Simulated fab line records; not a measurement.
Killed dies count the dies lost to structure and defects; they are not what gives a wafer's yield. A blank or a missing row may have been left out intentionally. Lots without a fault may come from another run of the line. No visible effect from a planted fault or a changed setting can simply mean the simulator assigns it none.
fab line records + flow sky130
[record]
- lots = 13
- wafers = 39
- lastDay = 49
route steps=708 shown PWDE@55 NWELL@66 SONOS_TUNNEL@161 LDD_P@265
lots that met no fault: taken from a fault-free run of the same line
startH: hours from the record's opening day to when the first of the lot's shown wafers began + waitH: how many hours have passed since the lot's step before this one + " repeats the value in the row above + L1.1+2: a row that stands for several wafers + - either no value or no given start + * or withheld: withheld + < > ~ a bound
route shown NAME@n: a module of which the file shows steps, and the number in the route of the first + usual: mean and standard deviation over wafers with no fault + same: alike in all rows + chamber/n: place in a boat + sites: per-site readings + _std_site: standard deviation of those values + _edge_site: outer sites' mean less inner sites' + radiusMm: how far each site lies from the wafer's centre + mask NAME#n: copy n + behind: the tool/chamber that last shaped the wafer + hold: what put the lot on hold/how long, in hours/how the hold closed + device: transistor that didn't switch, given as n, p or np + end of line: the tests these same wafers got at the end of their route + a step with no rows: only its recipe + killed: dies that structure and defects cost at the first sort, which is not the same as the wafer's yield + map: shows each die of a wafer: x if killed, . if not, _ if none is there
set.NAME: the setting as run; set.NAME@STEP: as run at that earlier step + model.NAME: the simulator's own value behind a step, which no gauge read
steps of the route over a sample of lots; a table a step, a row a wafer
services: the hour from which a tool's chamber was out of use, counted from the record's first day as startH (under 0 if before that day), plus the number of hours and why
[[steps]]
[step SKY_PWDE_TW_MEAS_10]
[usual]
- PWDE_TW = 375/4.7
| lot.wafer | tool         | chamber | startH | waitH | PWDE_TW |
|-----------|--------------|---------|--------|-------|---------|
| L968.1    | filmMetro-03 | -       | 69.01  | 0.1   | 376     |
| L968.2    | "            | -       | "      | "     | 376     |
| L968.4    | "            | -       | "      | "     | 377     |
| L970.1    | filmMetro-02 | -       | 81.03  | 0.1   | 375     |
| L970.2    | "            | -       | "      | "     | 377     |
| L970.5    | "            | -       | "      | "     | 377     |
| L971.2    | filmMetro-03 | -       | 83.14  | 0.1   | 375     |
| L971.3    | "            | -       | "      | "     | 373     |
| L971.6    | "            | -       | "      | "     | 375     |
| L974.2    | filmMetro-02 | -       | 101.64 | 0.1   | 381     |
| L974.4    | "            | -       | "      | "     | 380     |
| L974.6    | "            | -       | "      | "     | 382     |
| L975.3    | filmMetro-04 | -       | 107.78 | 0.1   | 368     |
| L975.4    | "            | -       | "      | "     | 368     |
| L975.5    | "            | -       | "      | "     | 366     |
| L976.1    | filmMetro-03 | -       | 115.93 | 0.1   | 380     |
| L976.3    | "            | -       | "      | "     | 377     |
| L976.5    | "            | -       | "      | "     | 379     |
| L977.2    | filmMetro-02 | -       | 127.34 | 0.1   | 379     |
| L977.3    | "            | -       | "      | "     | 377     |
| L977.4    | "            | -       | "      | "     | 377     |
| L979.3    | filmMetro-02 | -       | 130.85 | 0.1   | 379     |
| L979.4    | "            | -       | "      | "     | 378     |
| L979.5    | "            | -       | "      | "     | 377     |
| L980.2    | filmMetro-03 | -       | 143.79 | 0.1   | 376     |
| L980.4    | "            | -       | "      | "     | 377     |
| L980.6    | "            | -       | "      | "     | 376     |
| L981.1    | filmMetro-02 | -       | 157.41 | 0.1   | 381     |
| L981.2    | "            | -       | "      | "     | 381     |
| L981.3    | "            | -       | "      | "     | 380     |
| L982.3    | filmMetro-03 | -       | 166.75 | 0.1   | 378     |
| L982.5    | "            | -       | "      | "     | 378     |
| L982.6    | "            | -       | "      | "     | 375     |
| L984.1    | filmMetro-03 | -       | 168.83 | 0.1   | 379     |
| L984.4    | "            | -       | "      | "     | 379     |
| L984.5    | "            | -       | "      | "     | 380     |
| L983.3    | filmMetro-04 | -       | 169.43 | 0.1   | 366     |
| L983.5    | "            | -       | "      | "     | 367     |
| L983.6    | "            | -       | "      | "     | 368     |
[step SKY_NWELL_IMPLANT_13]
[recipe]
- species = P
- energyKev = 50
- doseCm2 = 7e+11
- tiltDeg = withheld
[usual]
- implantIonAmu = 31/0
| lot.wafer | tool         | chamber | startH | waitH | implantIonAmu |
|-----------|--------------|---------|--------|-------|---------------|
| L968.1    | implanter-01 | 0       | 86.98  | 0.1   | 31            |
| L968.2    | "            | 0       | "      | "     | 31            |
| L968.4    | "            | 0       | "      | "     | 31            |
| L970.1    | implanter-04 | 0       | 98.38  | 0.1   | 31            |
| L970.2    | "            | 0       | "      | "     | 31            |
| L970.5    | "            | 0       | "      | "     | 31            |
| L971.2    | implanter-03 | 0       | 100.69 | 0.1   | 31            |
| L971.3    | "            | 0       | "      | "     | 31            |
| L971.6    | "            | 0       | "      | "     | 31            |
| L974.2    | implanter-03 | 0       | 119.74 | 0.1   | 31            |
| L974.4    | "            | 0       | "      | "     | 31            |
| L974.6    | "            | 0       | "      | "     | 31            |
| L975.3    | implanter-04 | 0       | 125.78 | 0.1   | 31            |
| L975.4    | "            | 0       | "      | "     | 31            |
| L975.5    | "            | 0       | "      | "     | 31            |
| L976.1    | implanter-04 | 0       | 133.12 | 0.1   | 31            |
| L976.3    | "            | 0       | "      | "     | 31            |
| L976.5    | "            | 0       | "      | "     | 31            |
| L977.2    | implanter-01 | 0       | 146.79 | 0.1   | 31            |
| L977.3    | "            | 0       | "      | "     | 31            |
| L977.4    | "            | 0       | "      | "     | 31            |
| L979.3    | implanter-01 | 0       | 150.87 | 0.1   | 31            |
| L979.4    | "            | 0       | "      | "     | 31            |
| L979.5    | "            | 0       | "      | "     | 31            |
| L980.2    | implanter-01 | 0       | 163.65 | 0.1   | 31            |
| L980.4    | "            | 0       | "      | "     | 31            |
| L980.6    | "            | 0       | "      | "     | 31            |
| L981.1    | implanter-04 | 0       | 177.21 | 0.1   | 11            |
| L981.2    | "            | 0       | "      | "     | 11            |
| L981.3    | "            | 0       | "      | "     | 11            |
| L982.3    | implanter-04 | 0       | 187.38 | 0.1   | 11            |
| L982.5    | "            | 0       | "      | "     | 11            |
| L982.6    | "            | 0       | "      | "     | 11            |
| L984.1    | implanter-03 | 0       | 189.37 | 0.1   | 11            |
| L984.4    | "            | 0       | "      | "     | 11            |
| L984.5    | "            | 0       | "      | "     | 11            |
| L983.3    | implanter-01 | 0       | 190.93 | 0.1   | 11            |
| L983.5    | "            | 0       | "      | "     | 11            |
| L983.6    | "            | 0       | "      | "     | 11            |
[step SKY_NWELL_RS_MEAS_29]
[recipe]
- thkMeasGauge = four-point-probe
[usual]
- NWELL_RS = 619.3/1.3
| lot.wafer | tool         | chamber | startH | waitH | NWELL_RS[ohm/sq] |
|-----------|--------------|---------|--------|-------|------------------|
| L968.1    | filmMetro-02 | -       | 104.18 | 0.1   | 621.6            |
| L968.2    | "            | -       | "      | "     | 618.0            |
| L968.4    | "            | -       | "      | "     | 622.1            |
| L970.1    | filmMetro-04 | -       | 115.76 | 0.1   | 618.7            |
| L970.2    | "            | -       | "      | "     | 619.8            |
| L970.5    | "            | -       | "      | "     | 620.5            |
| L971.2    | filmMetro-04 | -       | 118.86 | 0.1   | 620.1            |
| L971.3    | "            | -       | "      | "     | 620.7            |
| L971.6    | "            | -       | "      | "     | 618.8            |
| L974.2    | filmMetro-03 | -       | 138.20 | 0.1   | 622.4            |
| L974.4    | "            | -       | "      | "     | 620.2            |
| L974.6    | "            | -       | "      | "     | 621.3            |
| L975.3    | filmMetro-02 | -       | 145.02 | 0.1   | 621.3            |
| L975.4    | "            | -       | "      | "     | 619.6            |
| L975.5    | "            | -       | "      | "     | 620.1            |
| L976.1    | filmMetro-04 | -       | 153.43 | 0.1   | 619.2            |
| L976.3    | "            | -       | "      | "     | 620.1            |
| L976.5    | "            | -       | "      | "     | 619.0            |
| L977.2    | filmMetro-04 | -       | 166.94 | 0.2   | 619.6            |
| L977.3    | "            | -       | "      | "     | 616.9            |
| L977.4    | "            | -       | "      | "     | 617.6            |
| L979.3    | filmMetro-02 | -       | 170.98 | 0.2   | 618.7            |
| L979.4    | "            | -       | "      | "     | 622.0            |
| L979.5    | "            | -       | "      | "     | 619.6            |
| L980.2    | filmMetro-03 | -       | 184.59 | 0.1   | 618.6            |
| L980.4    | "            | -       | "      | "     | 621.9            |
| L980.6    | "            | -       | "      | "     | 620.8            |
| L981.1    | filmMetro-03 | -       | 199.18 | 0.1   | -                |
| L981.2    | "            | -       | "      | "     | -                |
| L981.3    | "            | -       | "      | "     | -                |
| L982.3    | filmMetro-02 | -       | 208.92 | 0.1   | -                |
| L982.5    | "            | -       | "      | "     | -                |
| L982.6    | "            | -       | "      | "     | -                |
| L984.1    | filmMetro-04 | -       | 210.98 | 0.1   | -                |
| L984.4    | "            | -       | "      | "     | -                |
| L984.5    | "            | -       | "      | "     | -                |
| L983.3    | filmMetro-03 | -       | 212.18 | 0.1   | -                |
| L983.5    | "            | -       | "      | "     | -                |
| L983.6    | "            | -       | "      | "     | -                |
[step SKY_SONOS_TUNNEL_CD_MEAS_07]
[recipe]
- targetCdNm = 410
[usual]
- cdNm = 409.9/2.3
| lot.wafer | tool     | chamber | startH | waitH | cdNm  |
|-----------|----------|---------|--------|-------|-------|
| L968.1    | cdSem-02 | -       | 244.18 | 0.1   | 412.6 |
| L968.2    | "        | -       | "      | "     | 411.6 |
| L968.4    | "        | -       | "      | "     | 412.4 |
| L970.1    | cdSem-01 | -       | 259.67 | 0.1   | 402.5 |
| L970.2    | "        | -       | "      | "     | 403.5 |
| L970.5    | "        | -       | "      | "     | 404.5 |
| L971.2    | cdSem-01 | -       | 265.11 | 0.1   | 407.1 |
| L971.3    | "        | -       | "      | "     | 407.9 |
| L971.6    | "        | -       | "      | "     | 408.2 |
| L974.2    | cdSem-02 | -       | 291.85 | 0.1   | 410.3 |
| L974.4    | "        | -       | "      | "     | 408.3 |
| L974.6    | "        | -       | "      | "     | 407.1 |
| L975.3    | cdSem-02 | -       | 302.17 | 0.1   | 410.2 |
| L975.4    | "        | -       | "      | "     | 410.0 |
| L975.5    | "        | -       | "      | "     | 410.9 |
| L976.1    | cdSem-01 | -       | 310.74 | 0.1   | 413.6 |
| L976.3    | "        | -       | "      | "     | 412.3 |
| L976.5    | "        | -       | "      | "     | 414.0 |
| L977.2    | cdSem-01 | -       | 329.25 | 0.1   | 414.1 |
| L977.3    | "        | -       | "      | "     | 413.8 |
| L977.4    | "        | -       | "      | "     | 413.7 |
| L979.3    | cdSem-02 | -       | 334.36 | 0.1   | 409.7 |
| L979.4    | "        | -       | "      | "     | 409.5 |
| L979.5    | "        | -       | "      | "     | 409.2 |
| L980.2    | cdSem-02 | -       | 354.15 | 0.1   | 409.3 |
| L980.4    | "        | -       | "      | "     | 410.4 |
| L980.6    | "        | -       | "      | "     | 411.0 |
| L981.1    | cdSem-02 | -       | 372.87 | 0.1   | 408.8 |
| L981.2    | "        | -       | "      | "     | 408.6 |
| L981.3    | "        | -       | "      | "     | 409.6 |
| L982.3    | cdSem-01 | -       | 384.41 | 0.1   | 409.5 |
| L982.5    | "        | -       | "      | "     | 410.3 |
| L982.6    | "        | -       | "      | "     | 410.1 |
| L984.1    | cdSem-01 | -       | 387.69 | 0.2   | 406.6 |
| L984.4    | "        | -       | "      | "     | 408.4 |
| L984.5    | "        | -       | "      | "     | 407.5 |
| L983.3    | cdSem-01 | -       | 388.26 | 0.1   | 409.8 |
| L983.5    | "        | -       | "      | "     | 409.0 |
| L983.6    | "        | -       | "      | "     | 407.4 |
[step SKY_LDD_P_STRIP_10]
[recipe]
- chemistry = O2/N2
- powerW = 1400
- pressureMtorr = 1500
- platenTempC = withheld
- o2FlowSccm = 3000
- n2FlowSccm = 300
- overashFraction = 0.5
[usual]
- drypumpMotorCurrentA = 5.5/0.4
- oesProductAu = 0.717/0.0044
- stripTimeToEndpointS = 14.27/0.033
| lot.wafer | tool           | chamber | startH | waitH | drypumpMotorCurrentA | oesProductAu | rfHoursCounterH | stripTimeToEndpointS |
|-----------|----------------|---------|--------|-------|----------------------|--------------|-----------------|----------------------|
| L968.1    | plasmaAsher-04 | 1       | 417.33 | 0.1   | 5.0                  | 0.717        | 66              | 14.29                |
| L968.2    | "              | 0       | "      | "     | 5.9                  | 0.722        | 66              | 14.30                |
| L968.4    | "              | 1       | "      | "     | 5.0                  | 0.713        | -               | 14.31                |
| L970.1    | plasmaAsher-01 | 1       | 447.35 | 0.1   | 5.1                  | 0.714        | 65              | 14.29                |
| L970.2    | "              | 0       | "      | "     | 5.9                  | 0.721        | 65              | 14.25                |
| L970.5    | "              | 0       | "      | "     | 5.9                  | 0.724        | -               | 14.25                |
| L971.2    | plasmaAsher-01 | 0       | 451.30 | 0.1   | 5.9                  | 0.711        | 66              | 14.22                |
| L971.3    | "              | 1       | "      | "     | 5.1                  | 0.719        | -               | 14.12                |
| L971.6    | "              | 0       | "      | "     | 5.9                  | 0.727        | -               | 14.14                |
| L974.2    | plasmaAsher-02 | 0       | 483.79 | 0.1   | 5.3                  | 0.714        | 36              | 14.22                |
| L974.4    | "              | 0       | "      | "     | 5.3                  | 0.714        | -               | 14.24                |
| L974.6    | "              | 1       | "      | "     | 5.9                  | 0.715        | -               | 14.24                |
| L975.3    | plasmaAsher-04 | 1       | 493.31 | 0.1   | 5.0                  | 0.721        | -               | 14.28                |
| L975.4    | "              | 0       | "      | "     | 5.9                  | 0.719        | -               | 14.26                |
| L975.5    | "              | 0       | "      | "     | 5.9                  | 0.711        | -               | 14.28                |
| L976.1    | plasmaAsher-01 | 1       | 502.54 | 0.1   | 5.1                  | 0.719        | 71              | 14.29                |
| L976.3    | "              | 0       | "      | "     | 5.9                  | 0.716        | -               | 14.28                |
| L976.5    | "              | 1       | "      | "     | 5.1                  | 0.719        | -               | 14.26                |
| L977.2    | plasmaAsher-04 | 1       | 527.28 | 0.1   | 5.0                  | 0.717        | 10              | 14.29                |
| L977.3    | "              | 1       | "      | "     | 5.0                  | 0.711        | -               | 14.26                |
| L977.4    | "              | 0       | "      | "     | 5.9                  | 0.719        | -               | 14.27                |
| L979.3    | plasmaAsher-01 | 0       | 532.93 | 0.1   | 5.9                  | 0.714        | -               | 14.30                |
| L979.4    | "              | 1       | "      | "     | 5.0                  | 0.710        | -               | 14.28                |
| L979.5    | "              | 0       | "      | "     | 5.8                  | 0.713        | -               | 14.27                |
| L980.2    | plasmaAsher-01 | 0       | 553.61 | 0.1   | 5.9                  | 0.714        | 76              | 14.30                |
| L980.4    | "              | 1       | "      | "     | 5.1                  | 0.718        | -               | 14.27                |
| L980.6    | "              | 0       | "      | "     | 5.9                  | 0.711        | -               | 14.27                |
| L981.1    | plasmaAsher-04 | 1       | 571.58 | 0.1   | 5.0                  | 0.712        | 14              | 14.29                |
| L981.2    | "              | 0       | "      | "     | 5.9                  | 0.711        | 14              | 14.28                |
| L981.3    | "              | 0       | "      | "     | 5.9                  | 0.723        | -               | 14.28                |
| L982.3    | plasmaAsher-01 | 0       | 583.93 | 0.1   | 5.9                  | 0.717        | -               | 14.27                |
| L982.5    | "              | 0       | "      | "     | 5.9                  | 0.721        | -               | 14.28                |
| L982.6    | "              | 1       | "      | "     | 5.1                  | 0.718        | -               | 14.27                |
| L983.3    | plasmaAsher-02 | 0       | 588.06 | 0.1   | 5.3                  | 0.720        | -               | 14.22                |
| L983.5    | "              | 0       | "      | "     | 5.3                  | 0.712        | -               | 14.24                |
| L983.6    | "              | 1       | "      | "     | 5.9                  | 0.719        | -               | 14.26                |
| L984.1    | plasmaAsher-01 | 1       | 588.44 | 0.1   | 5.1                  | 0.720        | 80              | 14.27                |
| L984.4    | "              | 0       | "      | "     | 5.9                  | 0.715        | -               | 14.27                |
| L984.5    | "              | 0       | "      | "     | 5.9                  | 0.713        | -               | 14.29                |
[[services]]
| tool           | chamber | startH | hours | kind   |
|----------------|---------|--------|-------|--------|
| implanter-01   | -       | 87.82  | 3.2   | repair |
| implanter-01   | -       | 96.88  | 1.0   | repair |
| implanter-04   | -       | 103.76 | 3.0   | repair |
| implanter-04   | -       | 135.24 | 4.5   | repair |
| implanter-04   | -       | 177.36 | 5.6   | pm     |
| plasmaAsher-01 | -       | 224.61 | 0.4   | repair |
| implanter-01   | -       | 238.15 | 4.4   | repair |
| plasmaAsher-01 | -       | 253.28 | 0.7   | repair |
| plasmaAsher-01 | -       | 261.76 | 4.7   | repair |
| implanter-04   | -       | 265.54 | 3.9   | repair |
| implanter-01   | -       | 271.59 | 5.8   | repair |
| plasmaAsher-01 | -       | 273.06 | 1.7   | repair |
| implanter-01   | -       | 298.48 | 2.0   | repair |
| implanter-01   | -       | 302.32 | 3.7   | pm     |
| implanter-04   | -       | 316.11 | 2.0   | repair |
| implanter-04   | -       | 341.59 | 4.4   | pm     |
| plasmaAsher-01 | -       | 347.42 | 2.8   | pm     |
| implanter-01   | -       | 381.45 | 5.7   | repair |
| implanter-01   | -       | 406.81 | 3.4   | repair |
| implanter-01   | -       | 410.25 | 115.8 | pm     |
| implanter-04   | -       | 472.39 | 4.4   | repair |
| plasmaAsher-01 | -       | 527.95 | 2.1   | repair |
| implanter-01   | -       | 550.91 | 3.3   | repair |
| implanter-01   | -       | 577.75 | 10.8  | repair |
[[key]]
[firstSign]
- step = SKY_NWELL_IMPLANT_13
- reading = implantIonAmu
- direction = down
- sigmas = 99+
- usual = 31
- struck = 11
[effect]
- step = SKY_NWELL_RS_MEAS_29
- reading = NWELL_RS
- direction = missing
metAt SKY_NWELL_IMPLANT_13
struckLots L981,L982,L983,L984
testerLeftOut L981,L982,L983,L984
notActingAt SKY_PWDE_TW_MEAS_10,SKY_SONOS_TUNNEL_CD_MEAS_07,SKY_LDD_P_STRIP_10
onsetBetween 163.65 177.21
[fault]
- kind = wrongRecipeDownload
- tool = implanter-01,implanter-03,implanter-04
- chamber = -
- onsetH = 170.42
- steps = SKY_NWELL_IMPLANT_13
- wrongRecipe.notListed = 1
// testerLeftOut: of these lots the tester's yield and bins aren't shown, on N5 and GAA mostly nor the transistor test; their killed dies are dies lost to structure and defects alone, not to doping, threshold or leakage, so they don't give the yield
